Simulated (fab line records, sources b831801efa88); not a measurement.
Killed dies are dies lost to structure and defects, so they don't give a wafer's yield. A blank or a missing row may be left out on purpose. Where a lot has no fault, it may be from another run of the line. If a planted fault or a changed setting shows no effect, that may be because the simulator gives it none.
fab line records -- flow sky130 -- part 1 of 2: steps 1 to 31 of 44
record: lots: 5, wafers: 15, last_day: 49
route steps=708 shown VT_ADJUST_LVTN@112 VT_ADJUST_NCORE@119 VT_ADJUST_HVTR@131 VT_ADJUST_PCH@143 SONOS_TUNNEL@154
lots with no fault: from the same line, run without faults
start_h: the number of hours between the record's first day and the start of the first shown wafer of the lot -- wait_h: hours since the lot's step before -- " repeats the value in the row above -- L1.1+2: a single row standing in for several wafers -- - value missing, or start not given -- * or withheld: withheld -- < > ~ a bound
route shown NAME@n: NAME is a module with steps in the file, n the number in the route of the first one -- usual: the fault-free wafers' mean and standard deviation -- same: alike in all rows -- chamber/n: place in a boat -- sites: per-site readings -- _std_site: the standard deviation of these -- _edge_site: outer sites' mean less inner sites' -- radius_mm: how far each site lies from the wafer's centre -- mask NAME#n: copy n -- behind: the tool/chamber that last shaped the wafer -- hold: why the lot went on hold/how many hours it stayed there/how the hold came to an end -- device: whichever transistor did not switch (one of n, p or np) -- end of line: at the end of the route, the tests of the same wafers -- step lacking rows: just its recipe -- killed: the dies lost at the first sort to structure and to defects; this is not the yield of the wafer -- map: per-die view of a wafer (x killed, . not killed, _ where there is no die)
set.NAME: the setting that was run; set.NAME@STEP: the one run at that earlier step -- model.NAME: the simulator's own value behind a step, which no gauge read
lots at selected steps of the route; one table per step, one row per wafer
services: from which hour (start_h, from the record's first day; less than 0 if before it) a tool's chamber was out of use, for how many hours, and why
== steps ==
step: SKY_VT_ADJUST_LVTN_EXPOSE_15
recipe: mask_id: HVN_STD_DERIVED, na: 0.6, source_shape: conventional, sigma_outer: 0.6, polarization: unpolarized, target_cd_nm: 600, dose_mj: 163
lot.wafer,tool,chamber,start_h,wait_h,mask
L080.1+3+5,iline_stepper-02,0,-,-,HVN_STD_DERIVED#0
L083.1+3+4,iline_stepper-01,0,-,-,HVN_STD_DERIVED#0
L090.1+4+6,iline_stepper-01,0,-,-,HVN_STD_DERIVED#0
L091.2+4+5,iline_stepper-02,0,-,-,HVN_STD_DERIVED#0
L093.2+4+6,iline_stepper-02,0,-,-,HVN_STD_DERIVED#0
step: SKY_VT_ADJUST_LVTN_PEB_16
recipe: temp_c: withheld, time_s: *, resist: NOVOLAK
same: time_s: *
lot.wafer,tool,chamber,start_h,wait_h
L080.1+3+5,litho_track-02,0,-,-
L083.1+3+4,litho_track-02,0,-,-
L090.1+4+6,litho_track-01,0,-,-
L091.2+4+5,litho_track-01,0,-,-
L093.2+4+6,litho_track-03,0,-,-
step: SKY_VT_ADJUST_LVTN_DEVELOP_17
recipe: resist: NOVOLAK, developer: TMAH, develop_time_s: 60, dev_temp_c: 23
lot.wafer,tool,chamber,start_h,wait_h
L080.1+3+5,litho_track-02,0,203.41,0.1
L083.1+3+4,litho_track-02,0,229.01,0.1
L090.1+4+6,litho_track-01,0,268.69,0.1
L091.2+4+5,litho_track-01,0,274.26,0.1
L093.2+4+6,litho_track-03,0,289.89,0.1
step: SKY_VT_ADJUST_LVTN_OVL_MEAS_18
usual: VT_ADJUST_LVTN_01_OVL: -0.3/1.5
lot.wafer,tool,chamber,start_h,wait_h,VT_ADJUST_LVTN_01_OVL[nm]
L080.1,overlay-02,-,203.59,0.2,-1.6
L080.3,overlay-02,-,203.59,0.2,-0.1
L080.5,overlay-02,-,203.59,0.2,0.3
L083.1,overlay-02,-,229.16,0.1,-1.1
L083.3,overlay-02,-,229.16,0.1,-0.3
L083.4,overlay-02,-,229.16,0.1,-1.2
L090.1,overlay-01,-,268.84,0.1,0.1
L090.4,overlay-01,-,268.84,0.1,-1.4
L090.6,overlay-01,-,268.84,0.1,-0.9
L091.2,overlay-02,-,274.39,0.1,-1.5
L091.4,overlay-02,-,274.39,0.1,-0.3
L091.5,overlay-02,-,274.39,0.1,-0.5
L093.2,overlay-01,-,290.03,0.1,-0.8
L093.4,overlay-01,-,290.03,0.1,-1.1
L093.6,overlay-01,-,290.03,0.1,0.5
step: SKY_VT_ADJUST_LVTN_IMPLANT_19
recipe: species: B, energy_kev: 30, dose_cm2: 6.5e+11, tilt_deg: withheld
usual: beam_on_s: 10.02/0.2, dose_ions_cm2: 6.5e+11/7.5e+08
lot.wafer,tool,chamber,start_h,wait_h,beam_on_s,dose_ions_cm2
L080.1,implanter-04,0,203.62,0.0,9.84,6.504e+11
L080.3,implanter-04,0,203.62,0.0,10.02,6.491e+11
L080.5,implanter-04,0,203.62,0.0,10.26,6.516e+11
L083.1,implanter-04,0,229.20,0.0,10.09,6.51e+11
L083.3,implanter-04,0,229.20,0.0,9.94,6.505e+11
L083.4,implanter-04,0,229.20,0.0,10.08,6.496e+11
L090.1,implanter-02,0,268.87,0.0,10.12,6.503e+11
L090.4,implanter-02,0,268.87,0.0,10.10,6.503e+11
L090.6,implanter-02,0,268.87,0.0,9.78,6.481e+11
L091.2,implanter-04,0,274.45,0.0,10.20,6.498e+11
L091.4,implanter-04,0,274.45,0.0,10.19,6.507e+11
L091.5,implanter-04,0,274.45,0.0,9.84,6.5e+11
L093.2,implanter-02,0,290.08,0.0,9.61,6.507e+11
L093.4,implanter-02,0,290.08,0.0,9.98,6.507e+11
L093.6,implanter-02,0,290.08,0.0,10.26,6.505e+11
step: SKY_VT_ADJUST_LVTN_STRIP_20
recipe: chemistry: O2/N2, power_w: 1400, pressure_mtorr: 1500, platen_temp_c: withheld, o2_flow_sccm: 3000, n2_flow_sccm: 300, overash_fraction: 0.5
usual: drypump_motor_current_A: 5.66/0.28, oes_product_au: 0.716/0.0047, strip_time_to_endpoint_s: 14.18/0.036
lot.wafer,tool,chamber,start_h,wait_h,drypump_motor_current_A,oes_product_au,rf_hours_counter_h,strip_time_to_endpoint_s
L080.1,plasma_asher-03,0,203.77,0.1,5.14,0.713,41,14.19
L080.3,plasma_asher-03,0,203.77,0.1,5.12,0.704,-,14.19
L080.5,plasma_asher-03,0,203.77,0.1,5.14,0.718,-,14.19
L083.1,plasma_asher-02,1,229.35,0.1,6.05,0.715,49,14.17
L083.3,plasma_asher-02,1,229.35,0.1,6.04,0.713,-,14.12
L083.4,plasma_asher-02,0,229.35,0.1,5.42,0.713,-,14.17
L090.1,plasma_asher-04,1,269.02,0.1,5.91,0.723,58,14.25
L090.4,plasma_asher-04,1,269.02,0.1,5.91,0.716,-,14.22
L090.6,plasma_asher-04,1,269.02,0.1,5.91,0.718,-,14.21
L091.2,plasma_asher-02,1,274.57,0.1,6.03,0.713,53,14.11
L091.4,plasma_asher-02,1,274.57,0.1,6.01,0.722,-,14.14
L091.5,plasma_asher-02,1,274.57,0.1,6.01,0.718,-,14.14
L093.2,plasma_asher-02,1,290.21,0.1,6.05,0.708,55,14.19
L093.4,plasma_asher-02,1,290.21,0.1,6.04,0.712,-,14.20
L093.6,plasma_asher-02,0,290.21,0.1,5.40,0.719,-,14.17
step: SKY_VT_ADJUST_LVTN_TW_MEAS_21
usual: VT_ADJUST_LVTN_2_TW: 187.5/1.2
lot.wafer,tool,chamber,start_h,wait_h,VT_ADJUST_LVTN_2_TW
L080.1,film_metro-01,-,203.87,0.1,188.2
L080.3,film_metro-01,-,203.87,0.1,188.2
L080.5,film_metro-01,-,203.87,0.1,187.1
L083.1,film_metro-04,-,229.45,0.1,188.5
L083.3,film_metro-04,-,229.45,0.1,187.9
L083.4,film_metro-04,-,229.45,0.1,188.8
L090.1,film_metro-04,-,269.12,0.1,188.2
L090.4,film_metro-04,-,269.12,0.1,188.0
L090.6,film_metro-04,-,269.12,0.1,189.1
L091.2,film_metro-02,-,274.68,0.1,185.3
L091.4,film_metro-02,-,274.68,0.1,185.5
L091.5,film_metro-02,-,274.68,0.1,185.4
L093.2,film_metro-04,-,290.32,0.1,187.7
L093.4,film_metro-04,-,290.32,0.1,186.8
L093.6,film_metro-04,-,290.32,0.1,187.5
step: SKY_VT_ADJUST_NCORE_DEHYDRATE_00
recipe: temp_c: 200, time_s: 60
same: time_s: 60
lot.wafer,tool,chamber,start_h,wait_h
L080.1+3+5,litho_track-03,0,213.42,9.5
L083.1+3+4,litho_track-03,0,240.42,11.0
L090.1+4+6,litho_track-02,0,281.01,11.9
L091.2+4+5,litho_track-02,0,286.79,12.1
L093.2+4+6,litho_track-02,0,301.59,11.3
step: SKY_VT_ADJUST_NCORE_HMDS_01
recipe: prime_time_s: 60, prime_temp_c: 120
lot.wafer,tool,chamber,start_h,wait_h
L080.1+3+5,litho_track-03,0,213.57,0.1
L083.1+3+4,litho_track-03,0,240.57,0.1
L090.1+4+6,litho_track-02,0,281.16,0.1
L091.2+4+5,litho_track-02,0,286.94,0.1
L093.2+4+6,litho_track-02,0,301.74,0.1
step: SKY_VT_ADJUST_NCORE_COAT_02
recipe: resist: NOVOLAK, spin_rpm: 3000, resist_thk_nm: 1140
lot.wafer,tool,chamber,start_h,wait_h
L080.1+3+5,litho_track-03,0,213.72,0.1
L083.1+3+4,litho_track-03,0,240.72,0.1
L090.1+4+6,litho_track-02,0,281.31,0.1
L091.2+4+5,litho_track-02,0,287.09,0.1
L093.2+4+6,litho_track-02,0,301.89,0.1
step: SKY_VT_ADJUST_NCORE_SOFTBAKE_03
recipe: temp_c: 90, time_s: 60, resist: NOVOLAK
same: time_s: 60
lot.wafer,tool,chamber,start_h,wait_h
L080.1+3+5,litho_track-03,0,213.87,0.1
L083.1+3+4,litho_track-03,0,240.87,0.1
L090.1+4+6,litho_track-02,0,281.46,0.1
L091.2+4+5,litho_track-02,0,287.24,0.1
L093.2+4+6,litho_track-02,0,302.04,0.1
step: SKY_VT_ADJUST_NCORE_EXPOSE_04
recipe: mask_id: LVTN_COMPLEMENT_THIN, na: 0.6, source_shape: conventional, sigma_outer: 0.6, polarization: unpolarized, target_cd_nm: 380, dose_mj: 139
lot.wafer,tool,chamber,start_h,wait_h,mask
L080.1+3+5,iline_stepper-02,0,-,-,LVTN_COMPLEMENT_THIN#0
L083.1+3+4,iline_stepper-01,0,-,-,LVTN_COMPLEMENT_THIN#0
L090.1+4+6,iline_stepper-01,0,-,-,LVTN_COMPLEMENT_THIN#0
L091.2+4+5,iline_stepper-01,0,-,-,LVTN_COMPLEMENT_THIN#0
L093.2+4+6,iline_stepper-02,0,-,-,LVTN_COMPLEMENT_THIN#0
step: SKY_VT_ADJUST_NCORE_PEB_05
recipe: temp_c: withheld, time_s: *, resist: NOVOLAK
same: time_s: *
lot.wafer,tool,chamber,start_h,wait_h
L080.1+3+5,litho_track-04,0,-,-
L083.1+3+4,litho_track-02,0,-,-
L090.1+4+6,litho_track-04,0,-,-
L091.2+4+5,litho_track-02,0,-,-
L093.2+4+6,litho_track-02,0,-,-
step: SKY_VT_ADJUST_NCORE_DEVELOP_06
recipe: resist: NOVOLAK, developer: TMAH, develop_time_s: 60, dev_temp_c: 23
lot.wafer,tool,chamber,start_h,wait_h
L080.1+3+5,litho_track-04,0,224.88,0.1
L083.1+3+4,litho_track-02,0,251.91,0.1
L090.1+4+6,litho_track-04,0,293.08,0.1
L091.2+4+5,litho_track-02,0,299.14,0.1
L093.2+4+6,litho_track-02,0,313.84,0.1
step: SKY_VT_ADJUST_NCORE_CD_MEAS_07
recipe: target_cd_nm: 380
usual: cd_nm: 379.1/2.5
lot.wafer,tool,chamber,start_h,wait_h,cd_nm
L080.1,cd_sem-02,-,225.03,0.1,376.4
L080.3,cd_sem-02,-,225.03,0.1,375.4
L080.5,cd_sem-02,-,225.03,0.1,374.8
L083.1,cd_sem-01,-,252.06,0.1,385.4
L083.3,cd_sem-01,-,252.06,0.1,383.8
L083.4,cd_sem-01,-,252.06,0.1,383.1
L090.1,cd_sem-02,-,293.23,0.1,379.8
L090.4,cd_sem-02,-,293.23,0.1,380.2
L090.6,cd_sem-02,-,293.23,0.1,382.9
L091.2,cd_sem-02,-,299.28,0.1,374.7
L091.4,cd_sem-02,-,299.28,0.1,375.5
L091.5,cd_sem-02,-,299.28,0.1,374.7
L093.2,cd_sem-01,-,313.98,0.1,382.1
L093.4,cd_sem-01,-,313.98,0.1,382.6
L093.6,cd_sem-01,-,313.98,0.1,380.6
step: SKY_VT_ADJUST_NCORE_OVL_MEAS_08
usual: VT_ADJUST_NCORE_OVL: -0.2/1.7
lot.wafer,tool,chamber,start_h,wait_h,VT_ADJUST_NCORE_OVL[nm]
L080.1,overlay-02,-,225.15,0.1,-3.4
L080.3,overlay-02,-,225.15,0.1,-3.4
L080.5,overlay-02,-,225.15,0.1,-2.2
L083.1,overlay-02,-,252.18,0.1,-0.5
L083.3,overlay-02,-,252.18,0.1,-0.2
L083.4,overlay-02,-,252.18,0.1,1.1
L090.1,overlay-01,-,293.35,0.1,3.1
L090.4,overlay-01,-,293.35,0.1,2.2
L090.6,overlay-01,-,293.35,0.1,1.8
L091.2,overlay-01,-,299.39,0.1,-0.8
L091.4,overlay-01,-,299.39,0.1,-0.2
L091.5,overlay-01,-,299.39,0.1,0.2
L093.2,overlay-01,-,314.09,0.1,0.2
L093.4,overlay-01,-,314.09,0.1,-1.3
L093.6,overlay-01,-,314.09,0.1,-0.5
step: SKY_VT_ADJUST_NCORE_IMPLANT_09
recipe: species: B, energy_kev: 10, dose_cm2: 2.4e+12, tilt_deg: withheld
usual: beam_on_s: 10.01/0.21, dose_ions_cm2: 2.4005e+12/2.6e+09
lot.wafer,tool,chamber,start_h,wait_h,beam_on_s,dose_ions_cm2
L080.1,implanter-03,0,225.19,0.0,10.13,2.3982e+12
L080.3,implanter-03,0,225.19,0.0,10.24,2.4015e+12
L080.5,implanter-03,0,225.19,0.0,9.90,2.4008e+12
L083.1,implanter-03,0,252.22,0.0,9.78,2.3989e+12
L083.3,implanter-03,0,252.22,0.0,10.22,2.402e+12
L083.4,implanter-03,0,252.22,0.0,10.06,2.4001e+12
L090.1,implanter-02,0,293.39,0.0,9.71,2.3998e+12
L090.4,implanter-02,0,293.39,0.0,10.21,2.3987e+12
L090.6,implanter-02,0,293.39,0.0,9.80,2.3985e+12
L091.2,implanter-03,0,299.44,0.0,10.18,2.4019e+12
L091.4,implanter-03,0,299.44,0.0,10.31,2.4034e+12
L091.5,implanter-03,0,299.44,0.0,10.01,2.4031e+12
L093.2,implanter-03,0,314.14,0.0,10.49,2.4027e+12
L093.4,implanter-03,0,314.14,0.0,9.93,2.3995e+12
L093.6,implanter-03,0,314.14,0.0,10.24,2.401e+12
step: SKY_VT_ADJUST_NCORE_STRIP_10
recipe: chemistry: O2/N2, power_w: 1400, pressure_mtorr: 1500, platen_temp_c: withheld, o2_flow_sccm: 3000, n2_flow_sccm: 300, overash_fraction: 0.5
usual: drypump_motor_current_A: 5.69/0.26, oes_product_au: 0.715/0.0044, strip_time_to_endpoint_s: 14.20/0.043
lot.wafer,tool,chamber,start_h,wait_h,drypump_motor_current_A,oes_product_au,rf_hours_counter_h,strip_time_to_endpoint_s
L080.1,plasma_asher-04,0,225.34,0.1,5.39,0.714,54,14.15
L080.3,plasma_asher-04,0,225.34,0.1,5.40,0.714,-,14.17
L080.5,plasma_asher-04,0,225.34,0.1,5.37,0.712,-,14.17
L083.1,plasma_asher-01,1,252.37,0.1,5.72,0.718,13,14.20
L083.3,plasma_asher-01,1,252.37,0.1,5.74,0.714,-,14.24
L083.4,plasma_asher-01,0,252.37,0.1,5.58,0.712,-,14.21
L090.1,plasma_asher-02,0,293.54,0.1,5.41,0.712,55,14.16
L090.4,plasma_asher-02,1,293.54,0.1,6.02,0.721,-,14.16
L090.6,plasma_asher-02,0,293.54,0.1,5.42,0.721,-,14.18
L091.2,plasma_asher-04,1,299.57,0.1,5.91,0.719,62,14.20
L091.4,plasma_asher-04,1,299.57,0.1,5.91,0.710,-,14.19
L091.5,plasma_asher-04,0,299.57,0.1,5.42,0.714,-,14.21
L093.2,plasma_asher-02,0,314.27,0.1,5.42,0.722,58,14.20
L093.4,plasma_asher-02,0,314.27,0.1,5.42,0.713,-,14.16
L093.6,plasma_asher-02,0,314.27,0.1,5.42,0.715,-,14.23
step: SKY_VT_ADJUST_NCORE_TW_MEAS_11
usual: VT_ADJUST_NCORE_TW: 217.6/1.6
lot.wafer,tool,chamber,start_h,wait_h,VT_ADJUST_NCORE_TW
L080.1,film_metro-02,-,225.44,0.1,216.3
L080.3,film_metro-02,-,225.44,0.1,217.6
L080.5,film_metro-02,-,225.44,0.1,216.9
L083.1,film_metro-03,-,252.47,0.1,217.2
L083.3,film_metro-03,-,252.47,0.1,216.6
L083.4,film_metro-03,-,252.47,0.1,217.4
L090.1,film_metro-01,-,293.64,0.1,218.3
L090.4,film_metro-01,-,293.64,0.1,218.5
L090.6,film_metro-01,-,293.64,0.1,218.9
L091.2,film_metro-02,-,299.68,0.1,216.9
L091.4,film_metro-02,-,299.68,0.1,216.8
L091.5,film_metro-02,-,299.68,0.1,216.2
L093.2,film_metro-01,-,314.38,0.1,219.9
L093.4,film_metro-01,-,314.38,0.1,219.7
L093.6,film_metro-01,-,314.38,0.1,220.3
step: SKY_VT_ADJUST_HVTR_DEHYDRATE_00
recipe: temp_c: 200, time_s: 60
same: time_s: 60
lot.wafer,tool,chamber,start_h,wait_h
L080.1+3+5,litho_track-01,0,236.24,10.8
L083.1+3+4,litho_track-04,0,263.98,11.5
L090.1+4+6,litho_track-01,0,304.79,11.1
L091.2+4+5,litho_track-02,0,311.19,11.5
L093.2+4+6,litho_track-02,0,326.44,12.0
step: SKY_VT_ADJUST_HVTR_HMDS_01
recipe: prime_time_s: 60, prime_temp_c: 120
lot.wafer,tool,chamber,start_h,wait_h
L080.1+3+5,litho_track-01,0,236.39,0.1
L083.1+3+4,litho_track-04,0,264.13,0.1
L090.1+4+6,litho_track-01,0,304.94,0.1
L091.2+4+5,litho_track-02,0,311.34,0.1
L093.2+4+6,litho_track-02,0,326.59,0.1
step: SKY_VT_ADJUST_HVTR_COAT_02
recipe: resist: NOVOLAK, spin_rpm: 3000, resist_thk_nm: 1140
lot.wafer,tool,chamber,start_h,wait_h
L080.1+3+5,litho_track-01,0,236.54,0.1
L083.1+3+4,litho_track-04,0,264.28,0.1
L090.1+4+6,litho_track-01,0,305.09,0.1
L091.2+4+5,litho_track-02,0,311.49,0.1
L093.2+4+6,litho_track-02,0,326.74,0.1
step: SKY_VT_ADJUST_HVTR_SOFTBAKE_03
recipe: temp_c: 90, time_s: 60, resist: NOVOLAK
same: time_s: 60
lot.wafer,tool,chamber,start_h,wait_h
L080.1+3+5,litho_track-01,0,236.69,0.1
L083.1+3+4,litho_track-04,0,264.43,0.1
L090.1+4+6,litho_track-01,0,305.24,0.1
L091.2+4+5,litho_track-02,0,311.64,0.1
L093.2+4+6,litho_track-02,0,326.89,0.1
step: SKY_VT_ADJUST_HVTR_EXPOSE_04
recipe: mask_id: HVTRM, target_cd_nm: 380, na: 0.6, source_shape: conventional, sigma_outer: 0.6, dose_mj: 150
lot.wafer,tool,chamber,start_h,wait_h,mask
L080.1+3+5,iline_stepper-01,0,-,-,HVTRM#0
L083.1+3+4,iline_stepper-02,0,-,-,HVTRM#0
L090.1+4+6,iline_stepper-01,0,-,-,HVTRM#0
L091.2+4+5,iline_stepper-02,0,-,-,HVTRM#0
L093.2+4+6,iline_stepper-02,0,-,-,HVTRM#0
step: SKY_VT_ADJUST_HVTR_PEB_05
recipe: temp_c: withheld, time_s: *, resist: NOVOLAK
same: time_s: *
lot.wafer,tool,chamber,start_h,wait_h
L080.1+3+5,litho_track-02,0,-,-
L083.1+3+4,litho_track-02,0,-,-
L090.1+4+6,litho_track-02,0,-,-
L091.2+4+5,litho_track-04,0,-,-
L093.2+4+6,litho_track-02,0,-,-
step: SKY_VT_ADJUST_HVTR_DEVELOP_06
recipe: develop_time_s: 60, dev_temp_c: 23
lot.wafer,tool,chamber,start_h,wait_h
L080.1+3+5,litho_track-02,0,248.96,0.1
L083.1+3+4,litho_track-02,0,276.71,0.1
L090.1+4+6,litho_track-02,0,317.01,0.1
L091.2+4+5,litho_track-04,0,323.91,0.1
L093.2+4+6,litho_track-02,0,338.99,0.1
step: SKY_VT_ADJUST_HVTR_CD_MEAS_07
recipe: target_cd_nm: 380
usual: cd_nm: 379.2/2.5
lot.wafer,tool,chamber,start_h,wait_h,cd_nm
L080.1,cd_sem-02,-,249.11,0.1,374.8
L080.3,cd_sem-02,-,249.11,0.1,375.9
L080.5,cd_sem-02,-,249.11,0.1,375.9
L083.1,cd_sem-01,-,276.86,0.1,380.7
L083.3,cd_sem-01,-,276.86,0.1,378.9
L083.4,cd_sem-01,-,276.86,0.1,379.1
L090.1,cd_sem-02,-,317.16,0.1,380.1
L090.4,cd_sem-02,-,317.16,0.1,380.2
L090.6,cd_sem-02,-,317.16,0.1,382.6
L091.2,cd_sem-01,-,324.05,0.1,379.4
L091.4,cd_sem-01,-,324.05,0.1,380.0
L091.5,cd_sem-01,-,324.05,0.1,379.6
L093.2,cd_sem-01,-,339.13,0.1,379.8
L093.4,cd_sem-01,-,339.13,0.1,379.3
L093.6,cd_sem-01,-,339.13,0.1,380.8
step: SKY_VT_ADJUST_HVTR_OVL_MEAS_08
usual: VT_ADJUST_HVTR_OVL: 0.6/1.6
lot.wafer,tool,chamber,start_h,wait_h,VT_ADJUST_HVTR_OVL[nm]
L080.1,overlay-02,-,249.23,0.1,0.1
L080.3,overlay-02,-,249.23,0.1,1.0
L080.5,overlay-02,-,249.23,0.1,0.9
L083.1,overlay-01,-,276.98,0.1,1.2
L083.3,overlay-01,-,276.98,0.1,3.2
L083.4,overlay-01,-,276.98,0.1,1.4
L090.1,overlay-01,-,317.28,0.1,1.7
L090.4,overlay-01,-,317.28,0.1,1.0
L090.6,overlay-01,-,317.28,0.1,2.2
L091.2,overlay-01,-,324.16,0.1,3.6
L091.4,overlay-01,-,324.16,0.1,4.4
L091.5,overlay-01,-,324.16,0.1,5.4
L093.2,overlay-01,-,339.24,0.1,1.3
L093.4,overlay-01,-,339.24,0.1,3.1
L093.6,overlay-01,-,339.24,0.1,2.1
step: SKY_VT_ADJUST_HVTR_IMPLANT_09
recipe: species: B, energy_kev: 10, dose_cm2: 2.1e+12, tilt_deg: withheld
usual: beam_on_s: 10.00/0.2, dose_ions_cm2: 2.0999e+12/2.1e+09
lot.wafer,tool,chamber,start_h,wait_h,beam_on_s,dose_ions_cm2
L080.1,implanter-02,0,249.27,0.0,10.33,2.1024e+12
L080.3,implanter-02,0,249.27,0.0,10.20,2.099e+12
L080.5,implanter-02,0,249.27,0.0,10.16,2.1014e+12
L083.1,implanter-04,0,277.02,0.0,10.12,2.1e+12
L083.3,implanter-04,0,277.02,0.0,9.75,2.1013e+12
L083.4,implanter-04,0,277.02,0.0,10.00,2.1011e+12
L090.1,implanter-01,0,317.32,0.0,10.59,2.1036e+12
L090.4,implanter-01,0,317.32,0.0,9.97,2.1001e+12
L090.6,implanter-01,0,317.32,0.0,10.17,2.1017e+12
L091.2,implanter-01,0,324.21,0.0,10.00,2.1e+12
L091.4,implanter-01,0,324.21,0.0,9.55,2.0985e+12
L091.5,implanter-01,0,324.21,0.0,10.30,2.0959e+12
L093.2,implanter-02,0,339.29,0.0,10.20,2.1012e+12
L093.4,implanter-02,0,339.29,0.0,9.93,2.1003e+12
L093.6,implanter-02,0,339.29,0.0,9.86,2.102e+12
step: SKY_VT_ADJUST_HVTR_STRIP_10
recipe: chemistry: O2/N2, power_w: 1400, pressure_mtorr: 1500, platen_temp_c: withheld, o2_flow_sccm: 3000, n2_flow_sccm: 300, overash_fraction: 0.5
usual: drypump_motor_current_A: 5.63/0.28, oes_product_au: 0.716/0.0044, strip_time_to_endpoint_s: 14.20/0.042
lot.wafer,tool,chamber,start_h,wait_h,drypump_motor_current_A,oes_product_au,rf_hours_counter_h,strip_time_to_endpoint_s
L080.1,plasma_asher-01,1,249.42,0.1,5.70,0.720,13,14.20
L080.3,plasma_asher-01,1,249.42,0.1,5.73,0.717,-,14.22
L080.5,plasma_asher-01,0,249.42,0.1,5.57,0.718,-,14.19
L083.1,plasma_asher-03,1,277.17,0.1,5.86,0.710,48,14.16
L083.3,plasma_asher-03,1,277.17,0.1,5.85,0.723,-,14.18
L083.4,plasma_asher-03,0,277.17,0.1,5.15,0.718,-,14.18
L090.1,plasma_asher-02,1,317.47,0.1,6.04,0.719,58,14.23
L090.4,plasma_asher-02,1,317.47,0.1,6.04,0.717,-,14.22
L090.6,plasma_asher-02,0,317.47,0.1,5.42,0.715,-,14.25
L091.2,plasma_asher-02,0,324.34,0.1,5.41,0.707,59,14.18
L091.4,plasma_asher-02,1,324.34,0.1,6.04,0.713,-,14.22
L091.5,plasma_asher-02,1,324.34,0.1,6.05,0.711,-,14.25
L093.2,plasma_asher-01,0,339.42,0.1,5.56,0.713,20,14.23
L093.4,plasma_asher-01,0,339.42,0.1,5.54,0.712,-,14.16
L093.6,plasma_asher-01,1,339.42,0.1,5.71,0.713,-,14.18
step: SKY_VT_ADJUST_HVTR_TW_MEAS_11
usual: VT_ADJUST_HVTR_TW: 210.4/1.4
lot.wafer,tool,chamber,start_h,wait_h,VT_ADJUST_HVTR_TW
L080.1,film_metro-03,-,249.52,0.1,210.7
L080.3,film_metro-03,-,249.52,0.1,209.0
L080.5,film_metro-03,-,249.52,0.1,209.6
L083.1,film_metro-03,-,277.27,0.1,209.7
L083.3,film_metro-03,-,277.27,0.1,208.7
L083.4,film_metro-03,-,277.27,0.1,207.6
L090.1,film_metro-01,-,317.57,0.1,212.3
L090.4,film_metro-01,-,317.57,0.1,212.4
L090.6,film_metro-01,-,317.57,0.1,212.5
L091.2,film_metro-01,-,324.45,0.1,211.5
L091.4,film_metro-01,-,324.45,0.1,212.7
L091.5,film_metro-01,-,324.45,0.1,211.3
L093.2,film_metro-04,-,339.53,0.1,211.0
L093.4,film_metro-04,-,339.53,0.1,211.4
L093.6,film_metro-04,-,339.53,0.1,211.3
